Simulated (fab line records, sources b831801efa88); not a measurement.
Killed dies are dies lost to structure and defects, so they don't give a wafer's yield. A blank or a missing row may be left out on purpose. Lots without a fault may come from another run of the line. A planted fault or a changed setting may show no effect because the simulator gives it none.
Which tool did it? | flow gf180mcu | 12 lots, 36 wafers sampled, at 1 step of a route of 602

WHAT THE GAUGES READ, wafer by wafer
GF_M4_OVL_MEAS_15.
lot  | measured     | on         | M4_OVL (nm)
L075 | day 23 23:14 | overlay-02 | -7 -2 4
L077 | day 24 16:21 | overlay-02 | 4 2 4
L079 | day 25 08:31 | overlay-01 | -5 -1 -4
L081 | day 25 22:36 | overlay-01 | 2 11 6
L083 | day 26 10:02 | overlay-01 | 8 5 14
L085 | day 27 14:07 | overlay-01 | 3 10 10
L087 | day 28 01:10 | overlay-02 | 9 11 9
L089 | day 28 17:19 | overlay-02 | 8 -3 5
L091 | day 29 03:09 | overlay-02 | 8 8 -3
L093 | day 29 13:51 | overlay-01 | 5 7 -6
L095 | day 30 03:17 | overlay-01 | 8 4 12
L097 | day 30 18:04 | overlay-02 | -1 3 -4

WHICH TOOL RAN EACH LOT (tool, then ch and the chambers of the sampled wafers, then the start)
The record holds no process step before these readings.

THE ANSWER, worked out from the rows above alone
Rule: what is usual is taken from the lots themselves. Put in order of their means at a reading, lots are off if they are a third of the lots or fewer, leave a main group of 4 or more, and stand apart from it by a gap of 3 or more times the standard deviation of the main group's means; of several such gaps the widest counts. A main group whose means are all the same, to the digits that the tables above print for the reading, isn't used. A lot without any number at a reading at which 4 lots or more have one is off too. The other lots that the step has rows for count as sound.
No lot is off at any reading shown: from this, nothing can be told.

WHAT THE SIMULATOR HAD PUT IN
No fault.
